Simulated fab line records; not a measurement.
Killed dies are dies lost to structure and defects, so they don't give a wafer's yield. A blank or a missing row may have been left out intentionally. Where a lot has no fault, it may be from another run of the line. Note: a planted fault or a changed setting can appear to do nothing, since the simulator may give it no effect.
A lot that was struck, set against a sound lot ; flow sfq_line ; 42 steps out of a route of 325
Sound: these wafers, L786.2, L786.3, L786.5. The struck wafers were L787.1, L787.2, L787.6. Last of all comes the cause.
Each step with rows lists, per side, the tool, then ch with its chambers, then its first start. Under that, the readings that differ: sound wafers ; struck wafers ; difference of the means ; sigmas: that difference in standard deviations of wafers without a fault.
alike: a reading whose means differ by less than 2 such deviations, as well as words and numbers matching on both sides. not compared: withheld readings; readings where some wafer has no value; bounds like >300 that might hide an equal value; numbers whose values overlap and for which the record gives no deviation.
The two part at a step that has a row with sigmas, a row that says differs or no value, or rows on one side only. Numbers that have no deviation but don't overlap get no sigmas and don't part them. A reading missing from all wafers of one side parts the sides only when that side holds two or more wafers.

first, 6 steps without rows for these wafers: SFQ_TRILAYER_M2_LITHO_COAT_062 (resist thk 62 nm); SFQ_TRILAYER_M2_LITHO_COAT_057 (resist thk 600 nm); SFQ_TRILAYER_M2_LITHO_SOFTBAKE_061; SFQ_TRILAYER_M2_LITHO_EXPOSE_058 (exposes mask M2, target cd 500 nm); SFQ_TRILAYER_M2_LITHO_PEB_060 (peb time 60 s); SFQ_TRILAYER_M2_LITHO_DEVELOP_059 (time 60 s).
SFQ_M2_OVL_MEAS_916:
  sound on overlay-02, day 23 20:23; struck on overlay-01, day 24 07:17
  alike: M2_OVL
then, 4 steps without rows for these wafers: SFQ_TRILAYER_M2_BARC_OPEN_METAL_ETCH_077 (etches BARC in O2, target depth 125 nm, time 41.7 s); SFQ_TRILAYER_M2_ETCH_METAL_ETCH_060 (etches Nb in Cl2/Ar, stops on SiO2, target depth 240 nm, time 120 s); SFQ_TRILAYER_M2_STRIP_STRIP_061 (strips in O2); SFQ_TRILAYER_M2_STRIP_SOLV_CLEAN_062 (cleans in NMP, time 600 s).
SFQ_TRILAYER_I2_DEP_PECVD_063: deposits SiO2 from SiH4/N2O, time 111.11 s, target thk 500 nm.
  sound on pecvd-02 ch 0,2, day 23 21:23; struck on pecvd-02 ch 1,2, day 24 08:17
  alike: chamber_pressure_Torr, heater_power_w, throttle_valve_pct
SFQ_TRILAYER_I2_CMP_CMP_064: polishes SiO2.
  sound on cmp-02 ch 0,1,3, day 23 23:13; struck on cmp-02 ch 2,3, day 24 09:14
  no value came back on the struck wafers for edge_zone_pressure_frac, head_pressure_psi (psi), motor_current_A (A), time_to_endpoint_s (s); on the sound wafers edge_zone_pressure_frac reads 0.994 1.002 0.995
reading;sound;struck;difference;sigmas
model.SiO2_of_TRILAYER_I2_DEP_PECVD_063.thk_nm (nm);200 199.8 198.4;499.4 502.1 509.8;+304.4;
SFQ_I2_BOW_MEAS_917:
  sound on film_metro-01, day 24 02:14; struck on film_metro-02, day 24 12:14
  alike: I2_BOW
SFQ_TRILAYER_I2_METRO_MEASURE_065:
  sound on film_metro-01, day 24 02:32; struck on film_metro-02, day 24 12:21
reading;sound;struck;difference;sigmas
thk_nm (nm);200.1 199.9 198.3;499.5 502.0 510.2;+304.5;+99 or more
then, 6 steps without rows for these wafers: SFQ_TRILAYER_I2_VIA_LITHO_COAT_072 (resist thk 62 nm); SFQ_TRILAYER_I2_VIA_LITHO_COAT_067 (resist thk 650 nm); SFQ_TRILAYER_I2_VIA_LITHO_SOFTBAKE_071; SFQ_TRILAYER_I2_VIA_LITHO_EXPOSE_068 (exposes mask I2, target cd 500 nm); SFQ_TRILAYER_I2_VIA_LITHO_PEB_070 (peb time 60 s); SFQ_TRILAYER_I2_VIA_LITHO_DEVELOP_069 (time 60 s).
-- the record jumps here: 7 days lie between the struck wafers' starts before and after --
SFQ_I2_OVL_MEAS_918:
  sound on overlay-02, day 31 02:24; struck on overlay-01, day 31 10:48
  alike: I2_OVL
then, 1 step without rows for these wafers: SFQ_TRILAYER_I2_VIA_BARC_OPEN_VIA_ETCH_096 (etches BARC in O2, target depth 125 nm, time 41.7 s).
SFQ_TRILAYER_I2_VIA_ETCH_VIA_ETCH_070: etches SiO2 in CHF3, stops on Nb, target depth 260 nm.
  sound on rie_diel-02 ch 0,2,3, day 31 02:28; struck on rie_diel-03 ch 2,3, day 31 10:52
reading;sound;struck;difference;sigmas
oes_product_au (a.u.);0.854 0.846 0.857;1.591 1.613 1.611;+0.753;+99 or more
model.etch.depth_nm (nm);200 199.8 198.4;255.4 255.9 256;+56.4;
model.I2.feature_depth_nm (nm);200 199.8 198.4;255.4 255.9 256;+56.4;
  alike: chamber_pressure_mTorr, drypump_motor_current_A
then, 2 steps without rows for these wafers: SFQ_TRILAYER_I2_VIA_STRIP_STRIP_071 (strips in O2); SFQ_TRILAYER_I2_VIA_STRIP_SOLV_CLEAN_072 (cleans in NMP, time 600 s).
SFQ_TRILAYER_M3_DEP_PRE_CLEAN_074: time 22.5 s.
  sound on pvd_sputter-04, day 31 03:58; struck on pvd_sputter-06, day 31 11:46
reading;sound;struck;difference;sigmas
model.SiO2_of_TRILAYER_I2_DEP_PECVD_063.thk_nm (nm);192.5 192.3 190.9;491.9 494.6 502.3;+304.4;
SFQ_TRILAYER_M3_DEP_SPUTTER_073: material Nb, target thk 200 nm, time 133.3 s.
  sound on pvd_sputter-04, day 31 03:59; struck on pvd_sputter-06, day 31 11:47
  alike: throttle_valve_pct
SFQ_M3_RS_MEAS_919: a four-point-probe measurement.
  sound on film_metro-02, day 31 04:06; struck on film_metro-04, day 31 11:53
  alike: M3_NB_RS
then, 6 steps without rows for these wafers: SFQ_TRILAYER_M3_LITHO_COAT_080 (resist thk 62 nm); SFQ_TRILAYER_M3_LITHO_COAT_075 (resist thk 600 nm); SFQ_TRILAYER_M3_LITHO_SOFTBAKE_079; SFQ_TRILAYER_M3_LITHO_EXPOSE_076 (exposes mask M3, target cd 500 nm); SFQ_TRILAYER_M3_LITHO_PEB_078 (peb time 60 s); SFQ_TRILAYER_M3_LITHO_DEVELOP_077 (time 60 s).
-- the record jumps here: 5 days lie between the struck wafers' starts before and after --
SFQ_M3_OVL_MEAS_921:
  sound on overlay-02, day 36 14:53; struck on overlay-02, day 36 19:40
  alike: M3_OVL
SFQ_TRILAYER_M3_BARC_OPEN_METAL_ETCH_100: etches BARC in O2, target depth 125 nm, time 41.7 s.
  sound on rie_metal-04 ch 0,1, day 36 14:55; struck on rie_metal-01 ch 0,1, day 36 19:43
  alike: chamber_pressure_mTorr, drypump_motor_current_A, oes_product_au
  not compared: rf_hours_counter_h
SFQ_TRILAYER_M3_ETCH_METAL_ETCH_078: etches Nb in Cl2/Ar, stops on SiO2, target depth 240 nm, time 120 s.
  sound on rie_metal-04 ch 0,1, day 36 14:58; struck on rie_metal-01 ch 0,1, day 36 19:46
  alike: chamber_pressure_mTorr, drypump_motor_current_A, oes_product_au
  not compared: rf_hours_counter_h
SFQ_TRILAYER_M3_STRIP_STRIP_079: strips in O2.
  sound on rie_metal-04 ch 0,1, day 36 15:05; struck on rie_metal-01 ch 0,1, day 36 19:53
  alike: chamber_pressure_mTorr, drypump_motor_current_A, oes_product_au, platen_temp_c
  not compared: rf_hours_counter_h
then, 2 steps without rows for these wafers: SFQ_TRILAYER_M3_STRIP_SOLV_CLEAN_080 (cleans in NMP, time 600 s); SFQ_TRILAYER_I3_DEP_PECVD_081 (deposits SiO2 from SiH4/N2O, time 111.11 s, target thk 500 nm).
-- the record jumps here: 48 days lie between the struck wafers' starts before and after --
SFQ_M8_BOW_MEAS_951:
  sound on film_metro-01, day 84 05:37; struck on film_metro-02, day 84 08:00
reading;sound;struck;difference;sigmas
model.etest.i2.link_ohm;1.962 1.942 1.924;1e+06 1e+06 1e+06;+1e+06;
  alike: M8_BOW

## WHERE THEY PART
Earliest at SFQ_TRILAYER_I2_CMP_CMP_064; latest, in this record, at SFQ_TRILAYER_I2_VIA_ETCH_VIA_ETCH_070. Later steps at which nothing parts them and some readings are alike: SFQ_TRILAYER_M3_DEP_SPUTTER_073, SFQ_M3_RS_MEAS_919, SFQ_M3_OVL_MEAS_921, SFQ_TRILAYER_M3_BARC_OPEN_METAL_ETCH_100, SFQ_TRILAYER_M3_ETCH_METAL_ETCH_078, SFQ_TRILAYER_M3_STRIP_STRIP_079, SFQ_M8_BOW_MEAS_951.

WHY: what had been put in by the simulator
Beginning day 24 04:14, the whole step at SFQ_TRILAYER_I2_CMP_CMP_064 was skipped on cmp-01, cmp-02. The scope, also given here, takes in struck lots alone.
